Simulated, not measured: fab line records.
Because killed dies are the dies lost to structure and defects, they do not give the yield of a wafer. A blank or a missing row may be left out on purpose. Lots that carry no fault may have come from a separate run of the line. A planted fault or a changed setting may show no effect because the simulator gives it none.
A single fault, viewed from 2 desks :: flow sky130 :: numbers are kept per desk, each desk with only its own; the story behind them comes last

== METROLOGY DESK ==
Lot by lot, what the gauges showed, no matter which tool ran the lot: averages of those sampled wafers that carry a number. A lot is out of limits, marked OUT, if its mean lies more than 4 standard deviations from the usual mean; the brackets give that distance.
Columns: A = LI_CONTACT_OVL at SKY_LI_CONTACT_OVL_MEAS_13, usual 2 nm
lot: L677
first seen here: day 29 16:30
A: -4

lot: L680
first seen here: day 30 20:53
A: 4

lot: L682
first seen here: day 31 16:29
A: 4

lot: L683
first seen here: day 31 17:37
A: 3

lot: L684
first seen here: day 32 19:57
A: -7

lot: L685
first seen here: day 32 21:03
A: 3

lot: L690
first seen here: day 34 11:40
A: 8

lot: L691
first seen here: day 34 12:50
A: 1

lot: L693
first seen here: day 35 08:28
A: 6

lot: L696
first seen here: day 36 07:47
A: 6

lot: L698
first seen here: day 36 11:08
A: 1

lot: L697
first seen here: day 36 12:57
A: -2
Finding of this desk: none of the 12 lots has anything out of limits.

== THE TOOL OWNER'S DESK: litho track-04 ==
The tool's own readings at SKY_VIA3_DEVELOP_11 (develop time 60 s): means of the sampled wafers that have a number, for each lot that ran on this tool. A lot is out of limits, marked OUT, if its mean lies more than 4 standard deviations from the usual mean; the brackets give that distance.
Columns: A = developer temp C at SKY_VIA3_DEVELOP_11, usual 21.01 C
lot: L680
first seen here: day 41 01:00
A: 21.04

lot: L684
first seen here: day 42 16:00
A: 21.16

lot: L691
first seen here: day 44 05:00
A: 20.16 (-7.7) OUT

lot: L690
first seen here: day 44 06:00
A: 20.22 (-7.2) OUT
Finding of this desk: L690, L691 out of limits; the first was L691 at day 44 05:00, on developer temp C at SKY_VIA3_DEVELOP_11. Within limits: L680, L684.

== TAKEN TOGETHER ==
The tool owner's desk had the chance to raise an alarm at day 44 05:00 on L690, L691.
Metrology desk: nothing out of limits seen.
The metrology desk has L690, L691 on record, within its limits.
On litho track-04, each named lot ran SKY_VIA3_DEVELOP_11.

== WHAT HAD BEEN PUT IN BY THE SIMULATOR ==
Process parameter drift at SKY_VIA3_DEVELOP_11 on litho track-04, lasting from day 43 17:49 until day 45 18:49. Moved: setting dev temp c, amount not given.
Struck lots among those shown: L690, L691.
Each desk's first reading out of limits, in hours after the fault started: the tool owner's desk, 11.
